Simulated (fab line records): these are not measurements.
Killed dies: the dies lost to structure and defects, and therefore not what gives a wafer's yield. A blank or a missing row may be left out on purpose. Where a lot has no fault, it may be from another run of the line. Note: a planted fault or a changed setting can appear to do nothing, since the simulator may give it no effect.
The tool behind it: which one? ; flow gf180mcu ; 6 lots, 18 wafers sampled, at 2 steps of a route of 602

## WHAT THE GAUGES READ, wafer by wafer
GF_VT_IMPLANT_TW_MEAS_21.
lot;measured;on;VT_IMPLANT_2_TW
L505;day 6 12:54;film metro-03;1221 1223 1223
L508;day 7 08:26;film metro-03;1217 1209 1210
L515;day 9 03:58;film metro-04;1279 1279 1276
L518;day 9 22:59;film metro-04;1208 1217 1219
L524;day 11 15:56;film metro-03;1230 1224 1226
L526;day 11 23:23;film metro-02;1220 1215 1222

## WHAT TOOL EACH LOT RAN ON (gives the tool, then ch and the chambers of the sampled wafers, and finally the start)
lot;GF_VT_IMPLANT_IMPLANT_19
L505;implanter-03 ch 0, day 6 12:39
L508;implanter-03 ch 0, day 7 08:11
L515;implanter-03 ch 0, day 9 03:43
L518;implanter-04 ch 0, day 9 22:44
L524;implanter-04 ch 0, day 11 15:41
L526;implanter-03 ch 0, day 11 23:08
- GF_VT_IMPLANT_IMPLANT_19

## THE ANSWER, worked out from the rows above alone
Rule: what is usual is taken from the lots themselves. The widest of any qualifying gaps counts: lots, ordered by their means at a reading, are off when they make up no more than a third of the lots, leave a main group of 4 or more, and stand apart from it by 3 or more times the standard deviation of that group's means. The tables above print the reading to a certain number of digits; a main group whose means all agree to those digits is not used. Also off: a lot with no number at a reading for which 4 or more lots have one. Where the step has rows for the other lots, those lots are counted as sound.
Off: at GF_VT_IMPLANT_TW_MEAS_21 (VT_IMPLANT_2_TW), L515. The main group: mean 1219, standard deviation 5.2.
If a tool, at a process step before that reading, ran all the lots that are off and no sound lot after the first of them, it fits. The gauges at GF_VT_IMPLANT_TW_MEAS_21 are tried like those tools. None of those tried fits.

## WHAT WAS PUT IN BY THE SIMULATOR
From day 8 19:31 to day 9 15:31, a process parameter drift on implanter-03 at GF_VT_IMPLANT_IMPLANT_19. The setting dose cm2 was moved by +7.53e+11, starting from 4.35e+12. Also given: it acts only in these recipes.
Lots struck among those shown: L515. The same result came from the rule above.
